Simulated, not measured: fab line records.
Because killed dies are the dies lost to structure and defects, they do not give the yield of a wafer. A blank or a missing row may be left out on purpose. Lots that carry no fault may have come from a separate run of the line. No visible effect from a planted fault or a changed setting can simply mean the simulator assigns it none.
Code-filled problem report in 8D (eight disciplines) form | flow gf180mcu | the parts of the form that need people (team, actions taken, sign-off) are left out

== 1. THE ISSUE ==
rotationDeg at GF_HV_LDD_IMPLANT_33 reads a mean of -94.779 degrees on 6 wafers of 2 lots; wafers without a fault read -0.002 degrees with a standard deviation of 0.02. So: -99 or more standard deviations from the usual mean.
First observed at day 16 00:30: wafer L709.1, on implanter-04. Wafers with a number at this step in the record: 42, from 14 lots. Rule for "out", or "out of limits": more than 4 standard deviations from the usual mean. Any other wafer with a number is counted as sound.

== 2. WHAT THIS IS AND IS NOT ==
question                    | is                     | is not
which readings at this step | rotationDeg            | -
which lots                  | L709, L711             | L697, L698, L699, L700, L701, L704, L705, L707, L710, L718, L719, L720
which wafers of those lots  | all that have a number | -
read on which tools         | implanter-04           | implanter-01, implanter-02
when                        | from day 16 00:30      | up to then (24 sound wafers); but 12 sound wafers of L710, L718, L719, L720 came after

== 3. WHAT RULES OUT EACH SUSPECT ==
Counting: a tool at a process step up to the reading stays a suspect if it ran every lot that is out and no sound lot after the first of them.
- implanter-04 at GF_HV_LDD_IMPLANT_33: ruled out as a lasting fault. Sound lots L719 ran on it after its first lot that is out, L709 (day 16 00:30).
Left after counting: nothing in the record.

== 4. THE CAUSE (what the simulator had put in) ==
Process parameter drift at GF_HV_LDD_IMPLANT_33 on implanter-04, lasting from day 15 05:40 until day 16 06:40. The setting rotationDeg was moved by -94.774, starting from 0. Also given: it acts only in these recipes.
Counting ruled it out, wrongly.

== 5. THE CHAIN OF EFFECTS, in route order ==
Each row: a reading whose mean over the struck wafers that have a number lies more than 3 standard deviations from the usual. Scope: only readings with a usual standard deviation given in the record; hours: median across lots of the time from each lot's start at the first step in this table that gives one to its start at this step; sigmas: change in usual standard deviations.
hours | step                 | reading     | usual          | on struck wafers | change  | sigmas
0     | GF_HV_LDD_IMPLANT_33 | rotationDeg | -0.002 degrees | -94.779          | -94.777 | -99 or more
The process steps in it:
- GF_HV_LDD_IMPLANT_33
Later measuring or inspecting steps at which every struck wafer that the step has a row for has a number for every such reading, and none has moved that far: GF_HV_LDD_THK_MEAS_55.

== 6. WHAT WOULD HAVE CAUGHT IT SOONER ==
In this record no reading fell out of limits until day 16 00:30, 19 hours after the fault had begun at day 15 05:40.
